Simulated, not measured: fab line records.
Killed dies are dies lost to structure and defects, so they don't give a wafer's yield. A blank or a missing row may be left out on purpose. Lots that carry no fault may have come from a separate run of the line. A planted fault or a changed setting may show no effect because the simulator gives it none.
A struck lot beside a sound one || flow sky130 || 43 out of 708 route steps
Sound: the wafers L870.1, L870.2, L870.6. Struck: wafer L875.6 (left out: L875.1, L875.2 of the same lot, which were not struck); the cause appears at the end.
Each step with rows lists, per side, the tool, then ch with its chambers, then its first start. Under that, the readings that differ: sound wafers || struck wafers || difference of the means || sigmas: that difference in standard deviations of wafers without a fault.
alike: same words and numbers on both sides, and readings whose means sit less than 2 such deviations apart. not compared: any withheld reading, any reading some wafer has no value for, any bound like >300 that may hide the same value, and any number with overlapping values for which the record gives no deviation.
A row with sigmas, a row that says differs or no value, or rows on one side alone: a step with any of these is where the two part. When numbers do not overlap yet have no deviation, they are printed without sigmas and do not part them. A reading that every wafer of one side lacks parts them only if that side has two wafers or more.

first, 3 steps without rows for these wafers: SKY_CONTACT_EXPOSE_11 (exposes mask CTM1, target cd 170 nm); SKY_CONTACT_PEB_12; SKY_CONTACT_DEVELOP_13 (develop time 61.45 s).
SKY_CONTACT_CD_MEAS_14 targets a cd of 170 nm.
  struck on cd_sem-02, day 35 09:23; sound on cd_sem-01, day 34 05:17
  alike: cd_nm
SKY_CONTACT_OVL_MEAS_15:
  struck on overlay-01, day 35 09:30; sound on overlay-02, day 34 05:24
  alike: CONTACT_OVL
then, 1 step without rows for these wafers: SKY_CONTACT_ETCH_16 (etches BARC in N2/H2, stops on SiO2, time 45.9 s, target depth 60 nm).
SKY_CONTACT_ETCH_17: etches SiO2 in C4F8/O2/Ar, stops on Si3N4, target depth 340 nm.
  sound on rie_diel-04 ch 0,1,3, day 34 05:29; struck on rie_diel-04 ch 0, day 35 09:35
  alike: oes_product_au
then, 5 steps without rows for these wafers: SKY_CONTACT_ETCH_18 (etches Si3N4 in CHF3/O2, stops on TiN, time 39 s, target depth 75 nm); SKY_CONTACT_STRIP_19 (strips in O2/N2); SKY_CONTACT_STRIP_20 (strips in post etch residue remover, time 1200 s); SKY_CONTACT_CLEAN_21 (cleans in IPA, time 180 s); SKY_CONTACT_CLEAN_22 (cleans in O3/DIW).
SKY_CONTACT_SPUTTER_23: material TiN, target thk 20 nm, time 80 s.
  struck on pvd_sputter-02, day 35 10:18; sound on pvd_sputter-02, day 34 06:10
  alike: throttle_valve_pct
SKY_CONTACT_CVD_24: deposits W, target thk 340 nm, time 102.12 s.
  sound on cvd_w-02 ch 0,1, day 34 06:13; struck on cvd_w-02 ch 1, day 35 10:22
  alike: heater_power_w
SKY_CONTACT_RS_MEAS_25: uses a four-point probe to measure.
  struck on film_metro-04, day 35 10:28; sound on film_metro-01, day 34 06:20
  alike: CONTACT_W_RS
SKY_CONTACT_THK_MEAS_26: measures by xrf.
  struck on film_metro-04, day 35 10:35; sound on film_metro-01, day 34 06:27
  alike: CONTACT_W_THK
then, 1 step without rows for these wafers: SKY_CONTACT_CMP_27 (polishes, stops on SiO2, t overpolish 15 s, target thk 0 nm).
SKY_METAL1_SPUTTER_00: material Ti, target thk 15 nm, time 10 s.
  struck on pvd_sputter-03, day 35 10:57; sound on pvd_sputter-04, day 34 06:49
  alike: throttle_valve_pct
then, 1 step without rows for these wafers: SKY_METAL1_SPUTTER_01 (material TiN, target thk 20 nm, time 16.7 s).
SKY_METAL1_SPUTTER_02: material AlCu, target thk 250 nm, time 13.3 s.
  struck on pvd_sputter-03, day 35 11:00; sound on pvd_sputter-04, day 34 06:52
  alike: throttle_valve_pct
then, 2 steps without rows for these wafers: SKY_METAL1_SPUTTER_03 (material Ti, target thk 5 nm, time 3.3 s); SKY_METAL1_SPUTTER_04 (material TiN, target thk 70 nm, time 61.03 s).
SKY_METAL1_RS_MEAS_05: uses a four-point probe to measure.
  struck on film_metro-03, day 35 11:05; sound on film_metro-03, day 34 06:57
  alike: METAL1_ALCU_RS
SKY_METAL1_THK_MEAS_06: measures by xrf.
  struck on film_metro-03, day 35 11:13; sound on film_metro-03, day 34 07:04
  alike: METAL1_ALCU_THK
then, 8 steps without rows for these wafers: SKY_METAL1_DEHYDRATE_07 (time 60 s); SKY_METAL1_HMDS_08 (prime time 60 s); SKY_METAL1_COAT_09 (resist thk 60 nm); SKY_METAL1_COAT_10 (resist thk 450 nm); SKY_METAL1_SOFTBAKE_11 (time 90 s); SKY_METAL1_EXPOSE_12 (exposes mask MM1, target cd 140 nm); SKY_METAL1_PEB_13; SKY_METAL1_DEVELOP_14 (develop time 60 s).
SKY_METAL1_CD_MEAS_15 targets a cd of 140 nm.
  struck on cd_sem-02, day 36 13:41; sound on cd_sem-02, day 35 08:47
  alike: cd_nm
SKY_METAL1_OVL_MEAS_16:
  struck on overlay-02, day 36 13:49; sound on overlay-02, day 35 08:55
  alike: METAL1_OVL
then, 2 steps without rows for these wafers: SKY_METAL1_DESCUM_17 (chemistry O2, time 8 s); SKY_METAL1_ETCH_18 (etches BARC in N2/H2, stops on SiO2, time 45.9 s, target depth 60 nm).
SKY_METAL1_METAL_ETCH_19: etches the open film in Cl2/BCl3, stops on SiO2, target depth 360 nm, time 78 s.
  sound on rie_metal-01 ch 0,1, day 35 09:02; struck on rie_metal-01 ch 1, day 36 13:56
  alike: drypump_motor_current_A, he_backside_leak_sccm, oes_product_au, throttle_valve_pct
  not compared: rf_hours_counter_h
then, 5 steps without rows for these wafers: SKY_METAL1_STRIP_20 (strips in O2/N2); SKY_METAL1_STRIP_21 (strips in post etch residue remover, time 1200 s); SKY_METAL1_CLEAN_22 (cleans in IPA, time 180 s); SKY_METAL1_CLEAN_23 (cleans in O3/DIW); SKY_VIA1_HDPCVD_00 (deposits SiO2, target thk 1030 nm, time 171.7 s).
-- the record jumps here: 12 days lie between the struck wafers' starts before and after (it left off in module VIA1 and takes up again in module PAD_OPEN, whose first step shown is number 708 of the route) --
SKY_PAD_OPEN_PROBE_99:
  struck on prober-02, day 48 14:33; sound on prober-01, day 47 15:57
{"reading": "killed_at_contacts", "sound": "29 19 28", "struck": 78, "difference": "+53", "sigmas": "+9"}
{"reading": "killed_dies", "sound": "101 81 75", "struck": 136, "difference": "+50", "sigmas": "+5"}
  alike: killed_at_M0_to_M3, killed_at_M4_up, killed_at_front_end, killed_at_other, killed_open, killed_short

== WHERE THEY PART ==
Only at SKY_PAD_OPEN_PROBE_99, as far as this record shows.

WHY: what the simulator had put in
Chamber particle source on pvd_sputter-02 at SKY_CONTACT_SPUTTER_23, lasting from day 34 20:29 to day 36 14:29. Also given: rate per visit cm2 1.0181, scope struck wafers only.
